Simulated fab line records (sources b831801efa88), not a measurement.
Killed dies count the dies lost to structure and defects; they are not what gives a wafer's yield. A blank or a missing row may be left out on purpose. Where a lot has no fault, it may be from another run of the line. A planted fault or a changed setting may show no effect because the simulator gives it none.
fab line records    flow gf180mcu
record: lots: 24  wafers: 72  last-day: 34
route steps=602 shown SALICIDE@281 M1@316 V2@383 M4@459 V4@480
lots that met no fault: taken from a fault-free run of the same line
start-h: hours from the record's first day to the start of the lot's first wafer shown    wait-h: hours since the lot's step before    " unchanged from the row above    L1.1+2: a single row standing in for several wafers    - value missing, or start not given    * or withheld: withheld    < > ~ a bound
route shown NAME@n: names a module that has steps shown in the file, with the first one's number in the route    usual: mean/standard deviation taken from wafers without a fault    same: alike in all rows    chamber/n: place in a boat    sites: each site's reading    _std_site: how widely they spread, as a standard deviation    _edge_site: inner sites' mean taken away from outer sites' mean    radius-mm: for every site, how far away it sits from the centre of the wafer    mask NAME#n: copy n    behind: the most recent tool/chamber to have shaped the wafer    hold: reason for holding the lot/hours on hold/outcome of the hold    device: transistor that didn't switch, given as n, p or np    end of line: tests of these same wafers at the route's end    for a step that has no rows: nothing shown but its recipe    killed: not the wafer's yield, but the dies lost to structure and defects at the first sort    map: a wafer's dies, marking killed ones x, the rest . and places with no die _
set.NAME: the setting that was run; set.NAME@STEP: the one run at that earlier step    model.NAME: the simulator's own value behind a step, which no gauge read
the route's steps for a sample of lots (tables are steps, rows are wafers)
services: the hour from which a tool's chamber was out of use, counted from the record's first day as start-h (under 0 if before that day), plus the number of hours and why
== steps ==
step: GF_SALICIDE_SPUTTER_03
recipe: material: TiN  target-thk-nm: 20  power-w: 6500  time-s: 16.7  chamber-pressure-pa: 0.4
usual: throttle-valve-pct: 29.9/1.1
same: time-s: 16.7
lot.wafer  tool            chamber  start-h  wait-h  throttle-valve-pct
L074.3     pvd-sputter-04  -        344.02   0.0     28.3
L074.5     "               -        "        "       31.5
L074.6     "               -        "        "       28.5
L075.2     pvd-sputter-04  -        347.62   0.0     28.5
L075.3     "               -        "        "       29.3
L075.5     "               -        "        "       29.5
L076.4     pvd-sputter-03  -        362.34   0.0     29.0
L076.5     "               -        "        "       32.6
L076.6     "               -        "        "       30.7
L077.3     pvd-sputter-04  -        366.64   0.0     29.3
L077.5     "               -        "        "       29.2
L077.6     "               -        "        "       28.2
L078.1     pvd-sputter-04  -        376.46   0.0     31.1
L078.5     "               -        "        "       29.5
L078.6     "               -        "        "       29.3
L079.2     pvd-sputter-04  -        386.93   0.0     28.4
L079.3     "               -        "        "       29.3
L079.4     "               -        "        "       31.1
L080.1     pvd-sputter-02  -        394.29   0.0     31.3
L080.2     "               -        "        "       29.9
L080.3     "               -        "        "       30.2
L081.2     pvd-sputter-04  -        403.66   0.0     29.2
L081.4     "               -        "        "       29.6
L081.6     "               -        "        "       28.6
L082.3     pvd-sputter-02  -        413.99   0.0     30.2
L082.4     "               -        "        "       31.1
L082.5     "               -        "        "       30.1
L083.1     pvd-sputter-04  -        418.82   0.0     31.3
L083.4     "               -        "        "       28.2
L083.6     "               -        "        "       28.2
L084.1     pvd-sputter-04  -        432.89   0.0     31.1
L084.2     "               -        "        "       29.4
L084.4     "               -        "        "       29.2
L085.2     pvd-sputter-03  -        437.15   0.0     28.8
L085.3     "               -        "        "       29.1
L085.5     "               -        "        "       28.9
L086.1     pvd-sputter-03  -        447.90   0.0     29.1
L086.2     "               -        "        "       32.2
L086.6     "               -        "        "       30.4
L087.1     pvd-sputter-02  -        454.67   0.0     29.9
L087.3     "               -        "        "       30.8
L087.4     "               -        "        "       31.0
L088.2     pvd-sputter-04  -        462.68   0.0     31.4
L088.3     "               -        "        "       29.4
L088.5     "               -        "        "       29.3
L089.3     pvd-sputter-04  -        473.59   0.0     28.3
L089.4     "               -        "        "       28.9
L089.6     "               -        "        "       29.6
L090.3     pvd-sputter-03  -        479.54   0.0     30.5
L090.4     "               -        "        "       28.7
L090.5     "               -        "        "       30.5
L091.2     pvd-sputter-03  -        486.57   0.0     28.8
L091.3     "               -        "        "       28.8
L091.6     "               -        "        "       32.6
L092.2     pvd-sputter-04  -        497.52   0.0     29.7
L092.3     "               -        "        "       28.3
L092.5     "               -        "        "       28.1
L093.1     pvd-sputter-02  -        503.92   0.0     31.2
L093.5     "               -        "        "       30.0
L093.6     "               -        "        "       30.6
L094.1     pvd-sputter-02  -        512.70   0.0     30.0
L094.3     "               -        "        "       31.3
L094.5     "               -        "        "       30.0
L095.1     pvd-sputter-02  -        519.70   0.0     29.8
L095.4     "               -        "        "       30.7
L095.5     "               -        "        "       31.4
L096.1     pvd-sputter-02  -        530.07   0.0     30.4
L096.3     "               -        "        "       30.7
L096.5     "               -        "        "       30.1
L097.3     pvd-sputter-04  -        535.29   0.0     28.3
L097.5     "               -        "        "       29.5
L097.6     "               -        "        "       28.1
step: GF_M1_SPUTTER_01
recipe: material: TiN  target-thk-nm: 30  power-w: 6500  time-s: 25  chamber-pressure-pa: 0.4
usual: throttle-valve-pct: 30.0/0.89
same: time-s: 25
lot.wafer  tool            chamber  start-h  wait-h  throttle-valve-pct
L074.3     pvd-sputter-04  -        368.67   0.1     29.3
L074.5     "               -        "        "       31.1
L074.6     "               -        "        "       28.3
L075.2     pvd-sputter-01  -        371.92   0.1     29.8
L075.3     "               -        "        "       28.1
L075.5     "               -        "        "       29.6
L076.4     pvd-sputter-02  -        386.65   0.1     30.6
L076.5     "               -        "        "       30.2
L076.6     "               -        "        "       30.7
L077.3     pvd-sputter-02  -        391.62   0.1     31.3
L077.5     "               -        "        "       30.0
L077.6     "               -        "        "       30.4
L078.1     pvd-sputter-04  -        401.27   0.1     31.3
L078.5     "               -        "        "       29.4
L078.6     "               -        "        "       29.3
L079.2     pvd-sputter-04  -        412.06   0.1     29.5
L079.3     "               -        "        "       28.4
L079.4     "               -        "        "       29.1
L080.1     pvd-sputter-04  -        420.31   0.1     29.4
L080.2     "               -        "        "       28.2
L080.3     "               -        "        "       31.1
L081.2     pvd-sputter-02  -        430.51   0.1     30.6
L081.4     "               -        "        "       30.1
L081.6     "               -        "        "       29.9
L082.3     pvd-sputter-02  -        440.31   0.1     30.1
L082.4     "               -        "        "       31.4
L082.5     "               -        "        "       30.2
L083.1     pvd-sputter-01  -        445.62   0.1     30.0
L083.4     "               -        "        "       28.0
L083.6     "               -        "        "       29.5
L084.1     pvd-sputter-02  -        459.87   0.1     31.0
L084.2     "               -        "        "       29.7
L084.4     "               -        "        "       30.7
L085.2     pvd-sputter-01  -        464.71   0.1     30.4
L085.3     "               -        "        "       28.0
L085.5     "               -        "        "       29.8
L086.1     pvd-sputter-01  -        474.76   0.1     29.6
L086.2     "               -        "        "       28.2
L086.6     "               -        "        "       28.1
L087.1     pvd-sputter-02  -        481.64   0.1     29.9
L087.3     "               -        "        "       29.6
L087.4     "               -        "        "       31.0
L088.2     pvd-sputter-02  -        489.65   0.1     30.3
L088.3     "               -        "        "       30.1
L088.5     "               -        "        "       30.3
L089.3     pvd-sputter-02  -        500.17   0.1     29.5
L089.4     "               -        "        "       30.3
L089.6     "               -        "        "       30.8
L090.3     pvd-sputter-04  -        506.02   0.1     29.5
L090.4     "               -        "        "       31.4
L090.5     "               -        "        "       31.3
L091.2     pvd-sputter-01  -        512.87   0.1     29.8
L091.3     "               -        "        "       27.9
L091.6     "               -        "        "       29.8
L092.2     pvd-sputter-01  -        524.08   0.1     27.8
L092.3     "               -        "        "       30.4
L092.5     "               -        "        "       30.0
L093.1     pvd-sputter-02  -        529.63   0.1     29.5
L093.5     "               -        "        "       31.1
L093.6     "               -        "        "       30.0
L094.1     pvd-sputter-04  -        538.87   0.1     31.1
L094.3     "               -        "        "       29.6
L094.5     "               -        "        "       29.0
L095.1     pvd-sputter-02  -        545.26   0.1     30.3
L095.4     "               -        "        "       31.4
L095.5     "               -        "        "       30.4
L096.1     pvd-sputter-02  -        555.36   0.1     29.8
L096.3     "               -        "        "       30.6
L096.5     "               -        "        "       30.5
L097.3     pvd-sputter-04  -        560.76   0.1     29.1
L097.5     "               -        "        "       29.6
L097.6     "               -        "        "       29.2
step: GF_V2_THK_MEAS_01
recipe: reads: SiO2_of_V2_CVD_00
usual: V2_CVD_00_THK: 597/5.7
lot.wafer  tool           chamber  start-h  wait-h  V2_CVD_00_THK[nm]
L074.3     film-metro-04  -        442.23   0.1     604
L074.5     "              -        "        "       593
L074.6     "              -        "        "       608
L075.2     film-metro-03  -        446.48   0.0     601
L075.3     "              -        "        "       598
L075.5     "              -        "        "       600
L076.4     film-metro-03  -        463.40   0.0     597
L076.5     "              -        "        "       603
L076.6     "              -        "        "       605
L077.3     film-metro-02  -        467.36   0.1     592
L077.5     "              -        "        "       594
L077.6     "              -        "        "       585
L078.1     film-metro-04  -        478.14   0.0     600
L078.5     "              -        "        "       592
L078.6     "              -        "        "       602
L079.2     film-metro-04  -        490.08   0.0     594
L079.3     "              -        "        "       592
L079.4     "              -        "        "       586
L080.1     film-metro-03  -        497.50   0.0     596
L080.2     "              -        "        "       599
L080.3     "              -        "        "       594
L081.2     film-metro-03  -        507.92   0.0     598
L081.4     "              -        "        "       595
L081.6     "              -        "        "       599
L082.3     film-metro-03  -        516.32   0.1     596
L082.4     "              -        "        "       602
L082.5     "              -        "        "       598
L083.1     film-metro-02  -        522.43   0.0     597
L083.4     "              -        "        "       598
L083.6     "              -        "        "       592
L084.1     film-metro-03  -        535.40   0.0     603
L084.2     "              -        "        "       595
L084.4     "              -        "        "       600
L085.2     film-metro-02  -        539.63   0.0     594
L085.3     "              -        "        "       585
L085.5     "              -        "        "       596
L086.1     film-metro-04  -        550.22   0.0     602
L086.2     "              -        "        "       594
L086.6     "              -        "        "       596
L087.1     film-metro-02  -        555.83   0.0     595
L087.3     "              -        "        "       597
L087.4     "              -        "        "       597
L088.2     film-metro-02  -        563.16   0.0     596
L088.3     "              -        "        "       598
L088.5     "              -        "        "       604
L089.3     film-metro-03  -        573.08   0.1     593
L089.4     "              -        "        "       600
L089.6     "              -        "        "       597
L090.3     film-metro-03  -        577.87   0.1     606
L090.4     "              -        "        "       597
L090.5     "              -        "        "       598
L091.2     film-metro-02  -        584.70   0.0     592
L091.3     "              -        "        "       596
L091.6     "              -        "        "       601
L092.2     film-metro-04  -        594.63   0.0     589
L092.3     "              -        "        "       594
L092.5     "              -        "        "       596
L093.1     film-metro-02  -        600.46   0.0     606
L093.5     "              -        "        "       599
L093.6     "              -        "        "       596
L094.1     film-metro-04  -        607.65   0.0     596
L094.3     "              -        "        "       594
L094.5     "              -        "        "       588
L095.1     film-metro-02  -        614.88   0.0     605
L095.4     "              -        "        "       608
L095.5     "              -        "        "       614
L096.1     film-metro-03  -        624.68   0.0     593
L096.3     "              -        "        "       595
L096.5     "              -        "        "       594
L097.3     film-metro-02  -        627.64   0.1     592
L097.5     "              -        "        "       590
L097.6     "              -        "        "       590
step: GF_M4_SPUTTER_03
recipe: material: Ti  target-thk-nm: 10  substrate-temp-c: 300  chamber-pressure-pa: 0.3  power-w: 3000  time-s: 6.7
usual: throttle-valve-pct: 30.2/1.2
same: time-s: 6.7
lot.wafer  tool            chamber  start-h  wait-h  throttle-valve-pct
L074.3     pvd-sputter-03  -        519.49   0.0     28.9
L074.5     "               -        "        "       29.2
L074.6     "               -        "        "       28.9
L075.2     pvd-sputter-03  -        523.66   0.0     28.7
L075.3     "               -        "        "       32.7
L075.5     "               -        "        "       30.5
L076.4     pvd-sputter-02  -        540.57   0.0     31.2
L076.5     "               -        "        "       30.1
L076.6     "               -        "        "       31.1
L077.3     pvd-sputter-03  -        543.72   0.0     32.4
L077.5     "               -        "        "       30.5
L077.6     "               -        "        "       28.9
L078.1     pvd-sputter-02  -        552.69   0.0     31.1
L078.5     "               -        "        "       30.2
L078.6     "               -        "        "       31.2
L079.2     pvd-sputter-02  -        564.42   0.0     31.2
L079.3     "               -        "        "       30.6
L079.4     "               -        "        "       30.1
L080.1     pvd-sputter-03  -        571.81   0.0     30.4
L080.2     "               -        "        "       32.6
L080.3     "               -        "        "       28.8
L081.2     pvd-sputter-04  -        582.43   0.0     29.1
L081.4     "               -        "        "       31.4
L081.6     "               -        "        "       31.6
L082.3     pvd-sputter-03  -        587.71   0.0     30.8
L082.4     "               -        "        "       32.6
L082.5     "               -        "        "       32.8
L083.1     pvd-sputter-02  -        594.22   0.0     30.4
L083.4     "               -        "        "       30.0
L083.6     "               -        "        "       29.8
L084.1     pvd-sputter-04  -        605.34   0.0     28.5
L084.2     "               -        "        "       31.4
L084.4     "               -        "        "       29.3
L085.2     pvd-sputter-02  -        609.99   0.0     30.7
L085.3     "               -        "        "       31.3
L085.5     "               -        "        "       31.3
L086.1     pvd-sputter-02  -        619.58   0.0     31.0
L086.2     "               -        "        "       30.2
L086.6     "               -        "        "       30.2
L087.1     pvd-sputter-03  -        625.74   0.0     29.0
L087.3     "               -        "        "       32.5
L087.4     "               -        "        "       30.3
L088.2     pvd-sputter-04  -        632.09   0.0     28.1
L088.3     "               -        "        "       29.5
L088.5     "               -        "        "       29.2
L089.3     pvd-sputter-04  -        642.32   0.0     28.3
L089.4     "               -        "        "       31.3
L089.6     "               -        "        "       28.2
L090.3     pvd-sputter-02  -        645.94   0.0     29.8
L090.4     "               -        "        "       30.2
L090.5     "               -        "        "       31.4
L091.2     pvd-sputter-03  -        652.48   0.0     29.0
L091.3     "               -        "        "       32.8
L091.6     "               -        "        "       29.0
L092.2     pvd-sputter-04  -        661.98   0.0     28.5
L092.3     "               -        "        "       29.4
L092.5     "               -        "        "       28.2
L093.1     pvd-sputter-02  -        666.32   0.0     30.7
L093.5     "               -        "        "       30.6
L093.6     "               -        "        "       29.7
L094.1     pvd-sputter-03  -        673.80   0.0     28.7
L094.3     "               -        "        "       32.6
L094.5     "               -        "        "       28.9
L095.1     pvd-sputter-03  -        680.24   0.0     32.7
L095.4     "               -        "        "       29.2
L095.5     "               -        "        "       28.9
L096.1     pvd-sputter-02  -        688.90   0.0     29.8
L096.3     "               -        "        "       30.0
L096.5     "               -        "        "       31.1
L097.3     pvd-sputter-02  -        693.15   0.0     30.7
L097.5     "               -        "        "       30.3
L097.6     "               -        "        "       30.9
step: GF_V4_CMP_04
recipe: material: SiO2  down-force-psi: 4  platen-rpm: 60  pad-velocity-m-s: 0.94248
usual: motor-current-A: 12.1/0.92  slurry-flow-ml-min: 150.0/0.44  time-to-endpoint-s: 81/5.2
lot.wafer  tool    chamber  start-h  wait-h  motor-current-A  slurry-flow-ml-min  time-to-endpoint-s
L074.3     cmp-02  2        543.90   0.1     12.5             149.6               78
L074.5     "       0        "        "       12.8             149.6               89
L074.6     "       1        "        "       11.2             149.9               90
L075.2     cmp-01  3        547.35   0.0     12.6             149.7               81
L075.3     "       0        "        "       12.4             150.5               80
L075.5     "       3        "        "       11.8             150.1               85
L076.4     cmp-01  2        563.66   0.0     11.9             149.9               90
L076.5     "       2        "        "       11.9             150.6               84
L076.6     "       3        "        "       13.1             149.7               75
L077.3     cmp-01  0        567.23   0.0     12.4             149.2               91
L077.5     "       0        "        "       13.6             150.4               90
L077.6     "       1        "        "       10.0             150.2               89
L078.1     cmp-02  2        575.33   0.3     12.7             149.3               77
L078.6     "       0        "        "       14.6             150.1               86
L078.5     "       1        "        "       11.5             149.9               82
L079.3     cmp-02  2        587.41   0.0     12.7             149.8               85
L079.4     "       0        "        "       13.9             150.3               87
L079.2     "       1        "        "       11.1             150.1               86
L080.1     cmp-02  3        594.18   0.1     12.4             150.1               76
L080.2     "       0        "        "       13.1             149.8               85
L080.3     "       1        "        "       11.1             150.1               85
L081.4     cmp-01  1        604.42   0.0     10.6             150.1               79
L081.2     "       3        "        "       12.1             150.0               72
L081.6     "       1        "        "       10.2             150.1               79
L082.4     cmp-02  1        610.72   0.0     11.3             149.5               84
L082.3     "       3        "        "       13.1             150.3               80
L082.5     "       1        "        "       11.3             150.6               89
L083.1     cmp-01  1        615.90   0.1     10.8             150.5               78
L083.4     "       2        "        "       12.0             149.9               89
L083.6     "       2        "        "       12.1             150.1               91
L084.4     cmp-01  3        626.70   0.0     12.9             150.5               81
L084.2     "       0        "        "       12.2             148.8               85
L084.1     "       2        "        "       12.4             150.7               84
L085.3     cmp-01  3        631.29   0.1     12.6             149.8               73
L085.2     "       0        "        "       12.4             149.8               83
L085.5     "       3        "        "       12.7             150.2               75
L086.2     cmp-01  2        641.26   0.0     12.3             150.0               79
L086.1     "       0        "        "       12.6             149.5               86
L086.6     "       2        "        "       12.1             150.2               85
L087.1     cmp-01  1        647.14   0.1     10.4             150.1               83
L087.4     "       3        "        "       12.7             149.4               85
L087.3     "       0        "        "       12.3             150.0               86
L088.3     cmp-02  2        654.15   0.0     13.1             150.2               77
L088.2     "       0        "        "       14.2             150.5               78
L088.5     "       2        "        "       12.0             150.3               84
L089.4     cmp-01  1        663.51   0.0     11.2             150.4               76
L089.3     "       0        "        "       12.5             150.3               76
L089.6     "       2        "        "       11.3             150.7               81
L090.4     cmp-02  3        666.63   0.1     12.1             149.8               82
L090.3     "       0        "        "       13.1             150.0               81
L090.5     "       2        "        "       12.2             150.2               83
L091.2     cmp-01  2        673.69   0.1     12.4             150.4               73
L091.3     "       0        "        "       12.7             149.9               76
L091.6     "       1        "        "       10.3             150.7               78
L092.2     cmp-01  0        682.36   0.1     12.4             149.7               75
L092.3     "       1        "        "       10.8             150.9               73
L092.5     "       3        "        "       12.7             149.6               73
L093.1     cmp-02  0        687.37   0.1     13.5             149.7               82
L093.6     "       2        "        "       12.5             151.3               79
L093.5     "       3        "        "       12.1             149.5               82
L094.3     cmp-01  2        694.79   0.4     11.6             149.8               74
L094.1     "       1        "        "       10.7             149.6               74
L094.5     "       3        "        "       12.8             150.0               78
L095.1     cmp-01  0        700.73   0.1     12.5             150.1               86
L095.4     "       2        "        "       11.3             149.8               86
L095.5     "       0        "        "       13.2             150.4               88
L096.3     cmp-01  3        709.24   0.2     12.0             149.0               74
L096.1     "       2        "        "       11.1             150.4               72
L096.5     "       3        "        "       13.0             149.6               77
L097.3     cmp-02  1        712.88   0.1     10.9             149.7               84
L097.5     "       3        "        "       12.1             149.9               84
L097.6     "       0        "        "       13.2             150.2               84
step: GF_V4_SPUTTER_21
recipe: material: Ti  target-thk-nm: 15  chamber-pressure-pa: 5  power-w: 2500  substrate-temp-c: 200  time-s: 80.02
usual: throttle-valve-pct: 29.7/1.3
same: time-s: 80.02
lot.wafer  tool            chamber  start-h  wait-h  throttle-valve-pct
L074.3     pvd-sputter-01  -        566.96   0.0     29.9
L074.5     "               -        "        "       29.6
L074.6     "               -        "        "       29.7
L075.2     pvd-sputter-03  -        570.72   0.0     32.4
L075.3     "               -        "        "       29.1
L075.5     "               -        "        "       32.8
L076.4     pvd-sputter-01  -        586.45   0.0     29.9
L076.5     "               -        "        "       27.9
L076.6     "               -        "        "       29.6
L077.3     pvd-sputter-03  -        589.56   0.0     32.6
L077.5     "               -        "        "       29.0
L077.6     "               -        "        "       29.0
L078.1     pvd-sputter-04  -        597.85   0.0     28.3
L078.5     "               -        "        "       31.4
L078.6     "               -        "        "       28.4
L079.2     pvd-sputter-04  -        609.57   0.0     29.3
L079.3     "               -        "        "       29.4
L079.4     "               -        "        "       31.4
L080.1     pvd-sputter-03  -        616.10   0.0     28.8
L080.2     "               -        "        "       32.6
L080.3     "               -        "        "       29.0
L081.2     pvd-sputter-04  -        625.50   0.0     31.4
L081.4     "               -        "        "       29.2
L081.6     "               -        "        "       28.3
L082.3     pvd-sputter-01  -        632.39   0.0     29.7
L082.4     "               -        "        "       30.0
L082.5     "               -        "        "       28.0
L083.1     pvd-sputter-03  -        637.64   0.0     32.5
L083.4     "               -        "        "       29.1
L083.6     "               -        "        "       29.3
L084.1     pvd-sputter-04  -        647.86   0.0     28.3
L084.2     "               -        "        "       29.1
L084.4     "               -        "        "       31.4
L085.2     pvd-sputter-01  -        652.97   0.0     29.7
L085.3     "               -        "        "       29.8
L085.5     "               -        "        "       29.8
L086.1     pvd-sputter-01  -        662.14   0.0     27.7
L086.2     "               -        "        "       29.8
L086.6     "               -        "        "       30.0
L087.1     pvd-sputter-01  -        668.16   0.0     29.8
L087.3     "               -        "        "       27.6
L087.4     "               -        "        "       29.6
L088.2     pvd-sputter-04  -        674.83   0.0     31.2
L088.3     "               -        "        "       28.3
L088.5     "               -        "        "       29.6
L089.3     pvd-sputter-03  -        684.32   0.0     29.0
L089.4     "               -        "        "       30.7
L089.6     "               -        "        "       30.7
L090.3     pvd-sputter-04  -        687.41   0.0     28.3
L090.4     "               -        "        "       29.4
L090.5     "               -        "        "       29.3
L091.2     pvd-sputter-01  -        694.39   0.0     29.7
L091.3     "               -        "        "       27.9
L091.6     "               -        "        "       30.4
L092.2     pvd-sputter-04  -        702.31   0.0     29.5
L092.3     "               -        "        "       29.2
L092.5     "               -        "        "       29.2
L093.1     pvd-sputter-01  -        707.84   0.0     27.9
L093.5     "               -        "        "       29.9
L093.6     "               -        "        "       30.2
L094.1     pvd-sputter-01  -        714.94   0.0     30.5
L094.3     "               -        "        "       29.6
L094.5     "               -        "        "       28.1
L095.1     pvd-sputter-03  -        719.74   0.0     32.5
L095.4     "               -        "        "       29.0
L095.5     "               -        "        "       29.1
L096.1     pvd-sputter-01  -        728.75   0.0     30.4
L096.3     "               -        "        "       29.7
L096.5     "               -        "        "       30.2
L097.3     pvd-sputter-03  -        731.76   0.0     32.6
L097.5     "               -        "        "       32.4
L097.6     "               -        "        "       30.7
== services ==
tool            chamber  start-h  hours  kind
cmp-01          -        327.95   9.3    pm
pvd-sputter-03  -        337.51   24.3   repair
pvd-sputter-02  -        341.26   3.0    repair
pvd-sputter-02  -        365.32   8.3    repair
pvd-sputter-04  -        374.73   0.8    repair
pvd-sputter-03  -        382.63   9.5    repair
pvd-sputter-04  -        421.33   7.1    repair
pvd-sputter-02  -        461.60   0.9    repair
pvd-sputter-02  -        464.77   1.8    repair
pvd-sputter-01  -        497.20   2.4    repair
pvd-sputter-04  -        500.58   0.6    repair
pvd-sputter-03  -        517.52   0.5    repair
pvd-sputter-03  -        518.79   0.5    repair
pvd-sputter-03  -        524.00   1.7    repair
pvd-sputter-04  -        528.48   2.1    repair
pvd-sputter-03  -        535.88   3.1    repair
pvd-sputter-02  -        585.19   2.2    repair
pvd-sputter-02  -        588.32   1.2    repair
pvd-sputter-01  -        588.34   3.2    repair
pvd-sputter-04  -        625.69   2.3    repair
pvd-sputter-03  -        662.12   2.0    repair
pvd-sputter-01  -        684.96   3.2    repair
pvd-sputter-01  -        687.12   0.6    repair
pvd-sputter-04  -        694.20   6.2    repair
== key ==
fault none
